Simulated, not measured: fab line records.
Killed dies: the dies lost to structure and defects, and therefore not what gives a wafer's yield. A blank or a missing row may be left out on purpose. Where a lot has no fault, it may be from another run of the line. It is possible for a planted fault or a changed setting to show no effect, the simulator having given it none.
The tool behind it: which one? :: flow gf180mcu :: 14 lots, 42 wafers sampled, at 3 steps of a route of 602

WHAT THE GAUGES SHOWED, per wafer
GF_TOP_METAL_CD_MEAS_14: the cd target is 440 nm. Usual: cd-nm at 438.9 nm, with a standard deviation of 2.2.
lot: L933
measured: day 28 10:17
on: cd-sem-02
cd-nm (nm): 438.7 441.9 442.3
flag: 

lot: L935
measured: day 29 05:40
on: cd-sem-02
cd-nm (nm): 441.0 439.7 443.8
flag: 

lot: L936
measured: day 29 18:53
on: cd-sem-02
cd-nm (nm): 437.9 434.6 437.2
flag: 

lot: L938
measured: day 30 00:26
on: cd-sem-02
cd-nm (nm): 437.1 434.8 438.5
flag: 

lot: L942
measured: day 31 03:59
on: cd-sem-02
cd-nm (nm): 435.5 437.6 439.6
flag: 

lot: L944
measured: day 31 16:19
on: cd-sem-01
cd-nm (nm): 435.8 437.7 437.5
flag: 

lot: L945
measured: day 31 21:28
on: cd-sem-01
cd-nm (nm): 437.9 435.3 437.4
flag: 

lot: L946
measured: day 32 02:28
on: cd-sem-02
cd-nm (nm): 442.9 443.1 445.7
flag: 

lot: L948
measured: day 32 17:29
on: cd-sem-01
cd-nm (nm): 436.7 437.1 434.5
flag: 

lot: L949
measured: day 32 20:55
on: cd-sem-01
cd-nm (nm): 438.1 437.3 438.4
flag: 

lot: L950
measured: day 33 03:33
on: cd-sem-01
cd-nm (nm): 440.7 438.6 440.2
flag: 

lot: L951
measured: day 33 08:02
on: cd-sem-02
cd-nm (nm): 441.0 442.4 441.8
flag: 

lot: L953
measured: day 33 19:56
on: cd-sem-01
cd-nm (nm): 439.6 439.8 438.6
flag: 

lot: L954
measured: day 34 01:44
on: cd-sem-02
cd-nm (nm): 436.1 439.7 436.5
flag: 

TOOL THAT RAN EACH LOT (tool first, then ch and the chambers of the sampled wafers, then the start)
lot: L933
GF_M4_STRIP_18: wet-bench-04 ch 3, day 23 18:14
GF_V5_CVD_23: cvd-w-01 ch 0,1, day 27 13:50

lot: L935
GF_M4_STRIP_18: wet-bench-04 ch 3, day 24 18:13
GF_V5_CVD_23: cvd-w-01 ch 1, day 28 09:46

lot: L936
GF_M4_STRIP_18: wet-bench-04 ch 3, day 25 08:49
GF_V5_CVD_23: cvd-w-01 ch 0,1, day 28 23:03

lot: L938
GF_M4_STRIP_18: wet-bench-04 ch 3, day 25 14:43
GF_V5_CVD_23: cvd-w-02 ch 0,1, day 29 05:07

lot: L942
GF_M4_STRIP_18: wet-bench-04 ch 1, day 26 23:19
GF_V5_CVD_23: cvd-w-01 ch 0,1, day 30 09:30

lot: L944
GF_M4_STRIP_18: wet-bench-02 ch 0, day 27 13:32
GF_V5_CVD_23: cvd-w-02 ch 0, day 30 22:45

lot: L945
GF_M4_STRIP_18: wet-bench-03 ch 3, day 27 18:37
GF_V5_CVD_23: cvd-w-01 ch 0,1, day 31 03:30

lot: L946
GF_M4_STRIP_18: wet-bench-03 ch 1, day 28 00:14
GF_V5_CVD_23: cvd-w-01 ch 0,1, day 31 07:55

lot: L948
GF_M4_STRIP_18: wet-bench-03 ch 0, day 28 16:51
GF_V5_CVD_23: cvd-w-01 ch 0,1, day 32 00:25

lot: L949
GF_M4_STRIP_18: wet-bench-03 ch 3, day 28 22:41
GF_V5_CVD_23: cvd-w-02 ch 0, day 32 02:56

lot: L950
GF_M4_STRIP_18: wet-bench-03 ch 0, day 29 05:07
GF_V5_CVD_23: cvd-w-01 ch 0,1, day 32 10:52

lot: L951
GF_M4_STRIP_18: wet-bench-04 ch 1, day 29 11:58
GF_V5_CVD_23: cvd-w-01 ch 0,1, day 32 15:25

lot: L953
GF_M4_STRIP_18: wet-bench-03 ch 0, day 30 01:34
GF_V5_CVD_23: cvd-w-02 ch 0,1, day 33 03:37

lot: L954
GF_M4_STRIP_18: wet-bench-02 ch 0, day 30 06:38
GF_V5_CVD_23: cvd-w-02 ch 0,1, day 33 09:51
- GF_M4_STRIP_18: strips in post etch residue remover, time 1200 s.
- GF_V5_CVD_23: deposits W, target thk 350 nm, time 104.9 s.

WHAT THE TOOLS THEMSELVES READ (means of the sampled wafers that have a number; where no wafer has one, the mark that the record gives instead)
GF_V5_CVD_23. Usual: heater-power-outer-w 514 W, standard deviation 22; heater-power-w 840 W, standard deviation 31.
lot: L933
tool: cvd-w-01
heater-power-outer-w (W): 524
heater-power-w (W): 820
flag: 

lot: L935
tool: cvd-w-01
heater-power-outer-w (W): 532
heater-power-w (W): 823
flag: 

lot: L936
tool: cvd-w-01
heater-power-outer-w (W): 527
heater-power-w (W): 821
flag: 

lot: L938
tool: cvd-w-02
heater-power-outer-w (W): 482
heater-power-w (W): 844
flag: 

lot: L942
tool: cvd-w-01
heater-power-outer-w (W): 526
heater-power-w (W): 830
flag: 

lot: L944
tool: cvd-w-02
heater-power-outer-w (W): 516
heater-power-w (W): 898
flag: 

lot: L945
tool: cvd-w-01
heater-power-outer-w (W): 539
heater-power-w (W): 834
flag: 

lot: L946
tool: cvd-w-01
heater-power-outer-w (W): 517
heater-power-w (W): 824
flag: 

lot: L948
tool: cvd-w-01
heater-power-outer-w (W): 538
heater-power-w (W): 821
flag: 

lot: L949
tool: cvd-w-02
heater-power-outer-w (W): 527
heater-power-w (W): 894
flag: 

lot: L950
tool: cvd-w-01
heater-power-outer-w (W): 526
heater-power-w (W): 825
flag: 

lot: L951
tool: cvd-w-01
heater-power-outer-w (W): 537
heater-power-w (W): 827
flag: 

lot: L953
tool: cvd-w-02
heater-power-outer-w (W): 506
heater-power-w (W): 890
flag: 

lot: L954
tool: cvd-w-02
heater-power-outer-w (W): 516
heater-power-w (W): 888
flag: 

THE ANSWER, worked out from the rows above alone
Rule: a lot is off if the mean of its wafers that have a number lies more than 3 standard deviations from the usual mean. A lot without any number at a reading at which 4 lots or more have one is off too. All remaining lots with rows at the step are treated as sound. First the gauges in route order, then the tools' own readings, where a lot's mean is used as printed above. At the first step where some lot is off, the reading lying furthest off is the one used; lots without a number count as furthest.
No lot is off at any reading shown: from this, nothing can be told.

WHAT WAS PUT IN BY THE SIMULATOR
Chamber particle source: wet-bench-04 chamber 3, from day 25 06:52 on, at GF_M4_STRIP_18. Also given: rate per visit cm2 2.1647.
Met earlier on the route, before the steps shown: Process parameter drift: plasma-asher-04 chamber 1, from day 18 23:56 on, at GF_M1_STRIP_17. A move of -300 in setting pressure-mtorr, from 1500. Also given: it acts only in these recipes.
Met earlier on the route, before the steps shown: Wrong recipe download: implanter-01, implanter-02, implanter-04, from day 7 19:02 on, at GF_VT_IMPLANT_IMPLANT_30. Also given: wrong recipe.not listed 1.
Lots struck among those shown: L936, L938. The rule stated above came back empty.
